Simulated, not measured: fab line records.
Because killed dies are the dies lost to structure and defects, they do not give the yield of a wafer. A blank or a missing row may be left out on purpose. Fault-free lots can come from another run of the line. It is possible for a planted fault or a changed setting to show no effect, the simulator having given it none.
fab line records	flow gf180mcu
record: lots: 24	wafers: 72	last-day: 34
route steps=602 shown M1@332 V2@387 M3@410 V3@451
lots with no fault: from the same line, run without faults
start-h: hours from the record's first day to the start of the lot's first wafer shown	wait-h: hours elapsed since this lot's preceding step	" unchanged from the row above	L1.1+2: a single row standing in for several wafers	- no value, or no start was given	* or withheld: withheld	< > ~ a bound
route shown NAME@n: a module of which the file shows steps, and the number in the route of the first	usual: the fault-free wafers' mean and standard deviation	same: alike in all rows	chamber/n: place in a boat	sites: readings site by site	_std_site: standard deviation across them	_edge_site: inner sites' mean taken away from outer sites' mean	radius-mm: for every site, how far away it sits from the centre of the wafer	mask NAME#n: copy n	behind: tool/chamber where the wafer was last shaped	hold: cause of the lot's hold/its duration in hours/its outcome	device: transistor that didn't switch, given as n, p or np	end of line: tests run on the same wafers once the route is complete	where a step has no rows: the recipe by itself	killed: dies lost to structure and defects at the first sort, not the wafer's yield	map: a wafer's dies, x killed, . not, _ none there
set.NAME: the run value of the setting; set.NAME@STEP: its run value at that earlier step	model.NAME: the simulator's own value behind a step, which no gauge read
route steps across a sampled set of lots; one table per step, one row per wafer
services: a tool's chamber out of use, with start hour (start-h, from the record's first day; less than 0 if before it), hours out, and reason
== steps ==
step: GF_M1_STRIP_17
recipe: chemistry: O2/N2	power-w: 1400	pressure-mtorr: 1500	platen-temp-c: 250	o2-flow-sccm: 3000	n2-flow-sccm: 300	overash-fraction: 0.5
usual: drypump-motor-current-A: 5.7/0.51	heater-power-w: 333/21	oes-product-au: 0.557/0.0048	strip-time-to-endpoint-s: 7.84/0.039
same: overash-fraction: 0.5
lot.wafer	tool	chamber	start-h	wait-h	drypump-motor-current-A	heater-power-w	oes-product-au	rf-hours-counter-h	strip-time-to-endpoint-s
L074.2	plasma-asher-04	1	384.79	0.1	5.5	298	0.558	74	7.83
L074.5	"	0	"	"	6.7	318	0.560	-	7.88
L074.6	"	1	"	"	5.5	299	0.559	-	7.82
L075.1	plasma-asher-04	0	396.68	0.1	6.7	304	0.562	76	7.87
L075.2	"	1	"	"	5.5	295	0.563	76	7.89
L075.5	"	0	"	"	6.7	309	0.556	-	7.85
L076.1	plasma-asher-04	0	400.65	0.2	6.7	309	0.561	76	7.88
L076.2	"	1	"	"	5.5	309	0.566	76	7.84
L076.4	"	1	"	"	5.5	301	0.568	-	7.88
L077.1	plasma-asher-01	1	413.82	0.1	5.2	352	0.550	76	7.86
L077.3	"	0	"	"	5.8	328	0.557	-	7.89
L077.6	"	0	"	"	5.8	340	0.570	-	7.92
L078.2	plasma-asher-03	1	417.68	0.1	6.0	326	0.552	65	7.83
L078.4	"	0	"	"	5.1	350	0.559	-	7.87
L078.6	"	1	"	"	6.0	337	0.547	-	7.85
L079.1	plasma-asher-03	1	429.82	0.1	6.0	323	0.555	67	7.87
L079.3	"	1	"	"	6.0	335	0.562	-	7.87
L079.6	"	1	"	"	6.0	337	0.559	-	7.83
L080.2	plasma-asher-01	1	445.42	0.1	5.2	337	0.553	1	7.79
L080.4	"	1	"	"	5.2	350	0.554	-	7.78
L080.6	"	1	"	"	5.2	348	0.561	-	7.80
L081.1	plasma-asher-01	0	448.68	0.1	5.8	346	0.550	2	7.81
L081.3	"	0	"	"	5.8	349	0.568	-	7.81
L081.4	"	1	"	"	5.2	340	0.560	-	7.82
L082.1	plasma-asher-04	1	460.68	0.1	5.5	288	0.563	82	7.85
L082.3	"	0	"	"	6.7	310	0.559	-	7.88
L082.5	"	1	"	"	5.5	298	0.556	-	7.89
L083.2	plasma-asher-01	1	466.64	0.1	5.2	346	0.557	4	7.88
L083.3	"	0	"	"	5.8	350	0.552	-	7.86
L083.6	"	1	"	"	5.2	340	0.548	-	7.84
L084.3	plasma-asher-04	0	478.30	0.1	6.7	312	0.558	-	7.84
L084.5	"	0	"	"	6.7	306	0.557	-	7.84
L084.6	"	1	"	"	5.5	296	0.558	-	7.86
L085.2	plasma-asher-03	0	486.14	0.1	5.1	353	0.556	74	7.89
L085.4	"	1	"	"	6.0	335	0.556	-	7.89
L085.6	"	1	"	"	6.0	335	0.566	-	7.90
L086.1	plasma-asher-03	0	498.73	0.1	5.1	357	0.555	76	7.86
L086.4	"	1	"	"	6.0	324	0.562	-	7.81
L086.6	"	0	"	"	5.1	359	0.559	-	7.83
L087.2	plasma-asher-04	1	511.61	0.1	5.5	290	0.561	89	7.87
L087.4	"	0	"	"	6.7	313	0.561	-	7.81
L087.6	"	1	"	"	5.5	300	0.550	-	7.88
L088.2	plasma-asher-01	1	523.24	0.1	5.2	336	0.551	6	7.83
L088.3	"	1	"	"	5.2	347	0.555	-	7.87
L088.6	"	0	"	"	5.8	350	0.559	-	7.86
L089.1	plasma-asher-03	1	528.31	0.1	6.0	331	0.555	79	7.77
L089.3	"	0	"	"	5.1	351	0.556	-	7.84
L089.6	"	1	"	"	6.0	330	0.555	-	7.71
L090.1	plasma-asher-01	1	533.73	0.1	5.2	338	0.551	7	7.82
L090.4	"	1	"	"	5.2	335	0.557	-	7.80
L090.5	"	1	"	"	5.2	342	0.560	-	7.81
L091.2	plasma-asher-01	0	537.48	0.1	5.8	349	0.556	8	7.80
L091.3	"	1	"	"	5.2	333	0.553	-	7.86
L091.4	"	0	"	"	5.8	356	0.551	-	7.81
L092.2	plasma-asher-01	0	551.42	0.1	5.8	348	0.554	9	7.82
L092.3	"	1	"	"	5.2	337	0.553	-	7.84
L092.5	"	0	"	"	5.8	342	0.555	-	7.86
L093.3	plasma-asher-03	1	554.60	0.1	6.0	336	0.555	-	7.83
L093.5	"	0	"	"	5.1	359	0.558	-	7.86
L093.6	"	1	"	"	6.0	328	0.560	-	7.88
L094.2	plasma-asher-01	0	562.58	0.1	5.8	350	0.549	10	7.82
L094.4	"	0	"	"	5.8	353	0.559	-	7.81
L094.6	"	1	"	"	5.2	337	0.547	-	7.79
L095.2	plasma-asher-01	0	567.33	0.1	5.8	352	0.555	11	7.89
L095.3	"	0	"	"	5.8	359	0.556	-	7.87
L095.4	"	1	"	"	5.2	353	0.548	-	7.86
L096.1	plasma-asher-04	1	570.05	0.2	5.5	295	0.557	96	7.81
L096.2	"	0	"	"	6.7	315	0.559	96	7.79
L096.6	"	0	"	"	6.7	305	0.549	-	7.79
L097.1	plasma-asher-01	1	580.61	0.1	5.2	348	0.566	13	7.86
L097.2	"	0	"	"	5.8	359	0.560	13	7.89
L097.4	"	1	"	"	5.2	351	0.561	-	7.93
step: GF_V2_BOW_MEAS_05
recipe: mode: bow
usual: V2_BOW: 98/8.8
lot.wafer	tool	chamber	start-h	wait-h	V2_BOW[um]
L074.2	film-metro-01	-	437.93	0.2	90
L074.5	"	-	"	"	97
L074.6	"	-	"	"	84
L075.1	film-metro-03	-	447.83	0.2	105
L075.2	"	-	"	"	95
L075.5	"	-	"	"	100
L076.1	film-metro-03	-	452.33	0.2	105
L076.2	"	-	"	"	94
L076.4	"	-	"	"	100
L077.1	film-metro-04	-	466.63	0.2	109
L077.3	"	-	"	"	104
L077.6	"	-	"	"	110
L078.2	film-metro-04	-	470.88	0.1	99
L078.4	"	-	"	"	99
L078.6	"	-	"	"	96
L079.1	film-metro-03	-	482.63	0.2	97
L079.3	"	-	"	"	112
L079.6	"	-	"	"	111
L080.2	film-metro-03	-	498.35	0.3	105
L080.4	"	-	"	"	119
L080.6	"	-	"	"	99
L081.1	film-metro-01	-	500.58	0.1	90
L081.3	"	-	"	"	99
L081.4	"	-	"	"	84
L082.1	film-metro-03	-	511.89	0.1	95
L082.3	"	-	"	"	98
L082.5	"	-	"	"	99
L083.2	film-metro-03	-	518.01	0.2	89
L083.3	"	-	"	"	114
L083.6	"	-	"	"	110
L084.3	film-metro-01	-	530.34	0.1	93
L084.5	"	-	"	"	91
L084.6	"	-	"	"	86
L085.2	film-metro-01	-	536.72	0.2	103
L085.4	"	-	"	"	100
L085.6	"	-	"	"	103
L086.1	film-metro-04	-	549.01	0.1	101
L086.4	"	-	"	"	92
L086.6	"	-	"	"	101
L087.2	film-metro-01	-	562.35	0.2	97
L087.4	"	-	"	"	105
L087.6	"	-	"	"	88
L088.2	film-metro-04	-	572.64	0.2	98
L088.3	"	-	"	"	94
L088.6	"	-	"	"	100
L089.1	film-metro-01	-	577.31	0.2	81
L089.3	"	-	"	"	98
L089.6	"	-	"	"	91
L090.1	film-metro-01	-	582.01	0.2	97
L090.4	"	-	"	"	101
L090.5	"	-	"	"	92
L091.2	film-metro-04	-	586.29	0.2	102
L091.3	"	-	"	"	103
L091.4	"	-	"	"	115
L092.2	film-metro-04	-	599.14	0.2	90
L092.3	"	-	"	"	99
L092.5	"	-	"	"	103
L093.3	film-metro-03	-	602.83	0.2	94
L093.5	"	-	"	"	97
L093.6	"	-	"	"	90
L094.2	film-metro-01	-	609.69	0.2	84
L094.4	"	-	"	"	87
L094.6	"	-	"	"	87
L095.2	film-metro-03	-	614.89	0.2	107
L095.3	"	-	"	"	102
L095.4	"	-	"	"	108
L096.1	film-metro-03	-	616.47	0.1	101
L096.2	"	-	"	"	97
L096.6	"	-	"	"	88
L097.1	film-metro-04	-	626.91	0.2	93
L097.2	"	-	"	"	96
L097.4	"	-	"	"	93
step: GF_V2_STRIP_18
recipe: chemistry: O2/N2	power-w: 1400	pressure-mtorr: 1500	platen-temp-c: 250	o2-flow-sccm: 3000	n2-flow-sccm: 300	overash-fraction: 0.5
usual: drypump-motor-current-A: 5.8/0.48	heater-power-w: 306/23	oes-product-au: 0.588/0.0049
same: overash-fraction: 0.5
lot.wafer	tool	chamber	start-h	wait-h	drypump-motor-current-A	heater-power-w	oes-product-au	rf-hours-counter-h
L074.2	plasma-asher-04	0	462.61	-	6.7	313	0.587	83
L074.5	"	0	"	"	6.7	313	0.595	-
L074.6	"	1	"	"	5.5	295	0.594	-
L075.1	plasma-asher-02	1	472.38	-	5.7	283	0.579	36
L075.2	"	0	"	"	5.9	289	0.581	36
L075.5	"	1	"	"	5.6	288	0.594	-
L076.1	plasma-asher-04	0	477.53	-	6.7	309	0.579	84
L076.2	"	1	"	"	5.5	293	0.589	84
L076.4	"	1	"	"	5.5	291	0.595	-
L077.1	plasma-asher-02	0	490.53	-	5.9	297	0.592	38
L077.3	"	1	"	"	5.6	285	0.588	-
L077.6	"	0	"	"	5.9	291	0.593	-
L078.2	plasma-asher-04	1	495.35	-	5.5	303	0.586	87
L078.4	"	1	"	"	5.5	297	0.583	-
L078.6	"	0	"	"	6.7	318	0.582	-
L079.1	plasma-asher-04	1	506.75	-	5.5	297	0.574	89
L079.3	"	1	"	"	5.5	299	0.591	-
L079.6	"	0	"	"	6.7	310	0.593	-
L080.2	plasma-asher-02	0	521.18	-	5.9	281	0.590	41
L080.4	"	1	"	"	5.7	286	0.591	-
L080.6	"	0	"	"	5.9	297	0.575	-
L081.1	plasma-asher-04	0	524.60	-	6.7	310	0.596	91
L081.3	"	1	"	"	5.5	298	0.591	-
L081.4	"	0	"	"	6.7	315	0.590	-
L082.1	plasma-asher-04	1	535.10	-	5.5	300	0.586	92
L082.3	"	1	"	"	5.5	291	0.590	-
L082.5	"	1	"	"	5.5	303	0.584	-
L083.2	plasma-asher-03	1	540.93	-	6.0	328	0.592	80
L083.3	"	1	"	"	6.0	339	0.586	-
L083.6	"	1	"	"	6.0	336	0.585	-
L084.3	plasma-asher-03	1	553.25	-	6.0	331	0.579	-
L084.5	"	1	"	"	6.0	331	0.588	-
L084.6	"	0	"	"	5.1	354	0.587	-
L085.2	plasma-asher-04	0	559.17	-	6.7	315	0.584	94
L085.4	"	1	"	"	5.5	289	0.589	-
L085.6	"	0	"	"	6.7	300	0.588	-
L086.1	plasma-asher-02	1	571.60	-	5.7	283	0.587	46
L086.4	"	0	"	"	5.9	295	0.594	-
L086.6	"	1	"	"	5.7	286	0.589	-
L087.2	plasma-asher-02	0	584.95	-	5.9	290	0.589	48
L087.4	"	0	"	"	5.9	291	0.577	-
L087.6	"	0	"	"	5.9	292	0.583	-
L088.2	plasma-asher-02	0	594.38	-	5.9	288	0.591	50
L088.3	"	1	"	"	5.6	283	0.583	-
L088.6	"	1	"	"	5.7	280	0.579	-
L089.1	plasma-asher-02	1	598.90	-	5.7	278	0.589	50
L089.3	"	1	"	"	5.6	279	0.597	-
L089.6	"	0	"	"	5.9	296	0.588	-
L090.1	plasma-asher-04	0	603.80	-	6.7	320	0.595	97
L090.4	"	1	"	"	5.5	298	0.588	-
L090.5	"	1	"	"	5.5	291	0.585	-
L091.2	plasma-asher-03	0	607.93	-	5.1	359	0.586	87
L091.3	"	0	"	"	5.1	354	0.593	-
L091.4	"	1	"	"	6.0	329	0.593	-
L092.2	plasma-asher-04	1	619.98	-	5.5	299	0.583	98
L092.3	"	1	"	"	5.5	295	0.590	-
L092.5	"	0	"	"	6.7	317	0.579	-
L093.3	plasma-asher-03	0	623.89	-	5.1	355	0.587	-
L093.5	"	1	"	"	6.0	335	0.595	-
L093.6	"	0	"	"	5.1	353	0.589	-
L094.2	plasma-asher-02	0	630.68	-	5.9	293	0.590	54
L094.4	"	1	"	"	5.7	284	0.578	-
L094.6	"	0	"	"	5.9	293	0.587	-
L095.2	plasma-asher-02	0	635.35	-	5.9	290	0.591	54
L095.3	"	0	"	"	5.9	294	0.586	-
L095.4	"	1	"	"	5.7	288	0.589	-
L096.1	plasma-asher-02	1	636.88	-	5.7	272	0.596	54
L096.2	"	0	"	"	5.9	297	0.597	54
L096.6	"	0	"	"	5.9	298	0.581	-
L097.1	plasma-asher-03	1	647.73	-	6.0	332	0.586	92
L097.2	"	0	"	"	5.1	361	0.589	92
L097.4	"	0	"	"	5.1	358	0.592	-
step: GF_V2_RS_MEAS_24
recipe: thk-meas-gauge: four-point-probe	reads: W_of_V2_CVD_23+TiN_of_V2_SPUTTER_22+Ti_of_V2_SPUTTER_21
usual: V2_W_RS: 0.327/0.0056
lot.wafer	tool	chamber	start-h	wait-h	V2_W_RS[ohm/sq]
L074.2	film-metro-03	-	463.40	0.1	0.330
L074.5	"	-	"	"	0.327
L074.6	"	-	"	"	0.335
L075.1	film-metro-01	-	473.25	0.2	0.331
L075.2	"	-	"	"	0.331
L075.5	"	-	"	"	0.333
L076.1	film-metro-04	-	478.29	0.1	0.329
L076.2	"	-	"	"	0.330
L076.4	"	-	"	"	0.330
L077.1	film-metro-04	-	491.31	0.1	0.314
L077.3	"	-	"	"	0.314
L077.6	"	-	"	"	0.328
L078.2	film-metro-04	-	496.11	0.1	0.329
L078.4	"	-	"	"	0.329
L078.6	"	-	"	"	0.328
L079.1	film-metro-03	-	507.50	0.1	0.332
L079.3	"	-	"	"	0.335
L079.6	"	-	"	"	0.329
L080.2	film-metro-01	-	521.96	0.1	0.334
L080.4	"	-	"	"	0.333
L080.6	"	-	"	"	0.328
L081.1	film-metro-03	-	525.36	0.1	0.334
L081.3	"	-	"	"	0.331
L081.4	"	-	"	"	0.330
L082.1	film-metro-04	-	535.91	0.1	0.335
L082.3	"	-	"	"	0.331
L082.5	"	-	"	"	0.330
L083.2	film-metro-04	-	541.75	0.1	0.330
L083.3	"	-	"	"	0.312
L083.6	"	-	"	"	0.315
L084.3	film-metro-04	-	554.00	0.1	0.330
L084.5	"	-	"	"	0.333
L084.6	"	-	"	"	0.327
L085.2	film-metro-01	-	559.93	0.1	0.312
L085.4	"	-	"	"	0.316
L085.6	"	-	"	"	0.315
L086.1	film-metro-04	-	572.41	0.1	0.329
L086.4	"	-	"	"	0.330
L086.6	"	-	"	"	0.329
L087.2	film-metro-04	-	585.72	0.1	0.331
L087.4	"	-	"	"	0.319
L087.6	"	-	"	"	0.332
L088.2	film-metro-04	-	595.19	0.1	0.314
L088.3	"	-	"	"	0.330
L088.6	"	-	"	"	0.328
L089.1	film-metro-04	-	599.69	0.1	0.324
L089.3	"	-	"	"	0.328
L089.6	"	-	"	"	0.324
L090.1	film-metro-04	-	604.59	0.1	0.324
L090.4	"	-	"	"	0.323
L090.5	"	-	"	"	0.324
L091.2	film-metro-01	-	608.77	0.1	0.327
L091.3	"	-	"	"	0.325
L091.4	"	-	"	"	0.329
L092.2	film-metro-04	-	620.78	0.1	0.326
L092.3	"	-	"	"	0.328
L092.5	"	-	"	"	0.327
L093.3	film-metro-04	-	624.66	0.1	0.327
L093.5	"	-	"	"	0.327
L093.6	"	-	"	"	0.324
L094.2	film-metro-04	-	631.45	0.1	0.326
L094.4	"	-	"	"	0.314
L094.6	"	-	"	"	0.315
L095.2	film-metro-04	-	636.13	0.1	0.326
L095.3	"	-	"	"	0.323
L095.4	"	-	"	"	0.328
L096.1	film-metro-01	-	637.63	0.1	0.318
L096.2	"	-	"	"	0.329
L096.6	"	-	"	"	0.331
L097.1	film-metro-01	-	648.55	0.1	0.333
L097.2	"	-	"	"	0.330
L097.4	"	-	"	"	0.337
step: GF_M3_SPUTTER_01
recipe: material: TiN	target-thk-nm: 30	power-w: 6500	time-s: 25	chamber-pressure-pa: 0.4
usual: throttle-valve-pct: 30.3/0.79
same: time-s: 25
lot.wafer	tool	chamber	start-h	wait-h	throttle-valve-pct
L074.2	pvd-sputter-04	-	463.96	0.1	29.2
L074.5	"	-	"	"	28.6
L074.6	"	-	"	"	30.1
L075.1	pvd-sputter-04	-	473.83	0.1	30.1
L075.2	"	-	"	"	29.5
L075.5	"	-	"	"	28.8
L076.1	pvd-sputter-03	-	478.87	0.1	30.6
L076.2	"	-	"	"	30.5
L076.4	"	-	"	"	31.2
L077.1	pvd-sputter-03	-	491.89	0.1	31.0
L077.3	"	-	"	"	30.4
L077.6	"	-	"	"	31.1
L078.2	pvd-sputter-03	-	496.67	0.1	31.0
L078.4	"	-	"	"	30.4
L078.6	"	-	"	"	31.0
L079.1	pvd-sputter-02	-	508.08	0.1	29.0
L079.3	"	-	"	"	31.5
L079.6	"	-	"	"	29.2
L080.2	pvd-sputter-02	-	522.52	0.1	29.9
L080.4	"	-	"	"	31.7
L080.6	"	-	"	"	29.9
L081.1	pvd-sputter-04	-	525.94	0.1	30.1
L081.3	"	-	"	"	28.9
L081.4	"	-	"	"	30.1
L082.1	pvd-sputter-02	-	536.49	0.1	31.6
L082.3	"	-	"	"	31.3
L082.5	"	-	"	"	31.5
L083.2	pvd-sputter-03	-	542.31	0.1	30.4
L083.3	"	-	"	"	30.4
L083.6	"	-	"	"	30.1
L084.3	pvd-sputter-02	-	554.54	0.1	30.1
L084.5	"	-	"	"	31.4
L084.6	"	-	"	"	29.6
L085.2	pvd-sputter-03	-	560.49	0.1	30.5
L085.4	"	-	"	"	31.3
L085.6	"	-	"	"	30.9
L086.1	pvd-sputter-02	-	573.02	0.1	31.6
L086.4	"	-	"	"	30.1
L086.6	"	-	"	"	29.1
L087.2	pvd-sputter-02	-	586.28	0.1	30.0
L087.4	"	-	"	"	31.5
L087.6	"	-	"	"	31.8
L088.2	pvd-sputter-04	-	595.75	0.1	30.0
L088.3	"	-	"	"	30.3
L088.6	"	-	"	"	30.1
L089.1	pvd-sputter-03	-	600.27	0.1	30.8
L089.3	"	-	"	"	30.2
L089.6	"	-	"	"	31.2
L090.1	pvd-sputter-03	-	605.17	0.1	31.0
L090.4	"	-	"	"	30.3
L090.5	"	-	"	"	31.2
L091.2	pvd-sputter-02	-	609.33	0.1	29.3
L091.3	"	-	"	"	29.6
L091.4	"	-	"	"	31.6
L092.2	pvd-sputter-03	-	621.34	0.1	30.1
L092.3	"	-	"	"	30.8
L092.5	"	-	"	"	30.4
L093.3	pvd-sputter-03	-	625.20	0.1	30.2
L093.5	"	-	"	"	30.9
L093.6	"	-	"	"	30.2
L094.2	pvd-sputter-04	-	632.06	0.1	30.2
L094.4	"	-	"	"	30.5
L094.6	"	-	"	"	30.3
L095.2	pvd-sputter-04	-	636.69	0.1	28.8
L095.3	"	-	"	"	30.3
L095.4	"	-	"	"	30.2
L096.1	pvd-sputter-03	-	638.21	0.1	30.0
L096.2	"	-	"	"	31.0
L096.6	"	-	"	"	30.9
L097.1	pvd-sputter-04	-	649.13	0.1	29.7
L097.2	"	-	"	"	30.2
L097.4	"	-	"	"	28.9
step: GF_V3_SPUTTER_22
recipe: material: TiN	target-thk-nm: 10	chamber-pressure-pa: 5	power-w: 4000	time-s: 40
usual: throttle-valve-pct: 30.7/0.82
same: time-s: 40
lot.wafer	tool	chamber	start-h	wait-h	throttle-valve-pct
L074.2	pvd-sputter-03	-	514.56	0.0	30.2
L074.5	"	-	"	"	30.9
L074.6	"	-	"	"	30.2
L075.1	pvd-sputter-01	-	523.54	0.0	29.8
L075.2	"	-	"	"	31.4
L075.5	"	-	"	"	29.6
L076.1	pvd-sputter-01	-	528.23	0.0	30.8
L076.2	"	-	"	"	29.7
L076.4	"	-	"	"	31.6
L077.1	pvd-sputter-03	-	540.69	0.0	30.3
L077.3	"	-	"	"	30.2
L077.6	"	-	"	"	30.2
L078.2	pvd-sputter-01	-	545.64	0.0	29.6
L078.4	"	-	"	"	31.6
L078.6	"	-	"	"	29.6
L079.1	pvd-sputter-03	-	556.50	0.0	30.3
L079.3	"	-	"	"	30.6
L079.6	"	-	"	"	30.6
L080.2	pvd-sputter-03	-	570.28	0.0	30.6
L080.4	"	-	"	"	31.0
L080.6	"	-	"	"	30.9
L081.1	pvd-sputter-01	-	574.23	0.0	30.9
L081.3	"	-	"	"	29.6
L081.4	"	-	"	"	31.6
L082.1	pvd-sputter-02	-	583.01	0.0	31.7
L082.3	"	-	"	"	31.6
L082.5	"	-	"	"	31.2
L083.2	pvd-sputter-02	-	589.32	0.0	29.9
L083.3	"	-	"	"	31.5
L083.6	"	-	"	"	29.9
L084.3	pvd-sputter-01	-	600.96	0.0	31.4
L084.5	"	-	"	"	31.4
L084.6	"	-	"	"	29.6
L085.2	pvd-sputter-02	-	606.66	0.0	30.0
L085.4	"	-	"	"	29.1
L085.6	"	-	"	"	31.9
L086.1	pvd-sputter-03	-	618.44	0.0	30.1
L086.4	"	-	"	"	30.3
L086.6	"	-	"	"	30.6
L087.2	pvd-sputter-01	-	630.17	0.0	31.4
L087.4	"	-	"	"	29.5
L087.6	"	-	"	"	31.1
L088.2	pvd-sputter-03	-	640.03	0.0	30.5
L088.3	"	-	"	"	31.2
L088.6	"	-	"	"	30.3
L089.1	pvd-sputter-02	-	643.96	0.0	30.0
L089.3	"	-	"	"	31.4
L089.6	"	-	"	"	29.9
L090.1	pvd-sputter-02	-	648.64	0.0	29.9
L090.4	"	-	"	"	31.6
L090.5	"	-	"	"	31.5
L091.2	pvd-sputter-02	-	651.83	0.0	31.6
L091.3	"	-	"	"	31.5
L091.4	"	-	"	"	29.9
L092.2	pvd-sputter-01	-	663.01	0.0	31.7
L092.3	"	-	"	"	31.6
L092.5	"	-	"	"	31.4
L093.3	pvd-sputter-02	-	666.24	0.0	29.3
L093.5	"	-	"	"	29.3
L093.6	"	-	"	"	29.9
L094.2	pvd-sputter-01	-	674.85	0.0	30.9
L094.4	"	-	"	"	29.7
L094.6	"	-	"	"	31.5
L095.2	pvd-sputter-03	-	678.56	0.0	30.3
L095.3	"	-	"	"	30.4
L095.4	"	-	"	"	31.1
L096.1	pvd-sputter-02	-	679.42	0.0	31.5
L096.2	"	-	"	"	29.1
L096.6	"	-	"	"	31.3
L097.1	pvd-sputter-02	-	689.43	0.0	31.7
L097.2	"	-	"	"	29.8
L097.4	"	-	"	"	31.7
== services ==
tool	chamber	start-h	hours	kind
pvd-sputter-02	-	365.87	0.6	repair
pvd-sputter-04	-	375.21	0.6	repair
pvd-sputter-02	-	401.14	6.1	repair
pvd-sputter-04	-	408.35	5.3	repair
plasma-asher-01	-	408.98	2.8	pm
plasma-asher-01	-	421.25	9.0	pm
plasma-asher-04	-	425.19	2.9	repair
pvd-sputter-04	-	476.01	1.4	repair
plasma-asher-01	-	478.67	28.1	pm
pvd-sputter-01	-	484.12	6.3	repair
pvd-sputter-04	-	506.16	4.1	repair
plasma-asher-03	-	506.59	2.8	pm
pvd-sputter-02	-	528.27	2.2	repair
pvd-sputter-03	-	550.99	0.7	repair
plasma-asher-02	-	558.32	2.8	repair
pvd-sputter-04	-	558.58	0.7	repair
plasma-asher-03	-	566.49	1.3	repair
plasma-asher-04	-	571.56	23.3	pm
plasma-asher-03	-	581.97	4.6	repair
plasma-asher-04	-	606.35	0.9	repair
plasma-asher-04	-	626.27	15.6	pm
plasma-asher-03	-	650.78	3.9	repair
plasma-asher-04	-	654.12	6.9	repair
plasma-asher-03	-	668.09	3.3	repair
== key ==
fault none
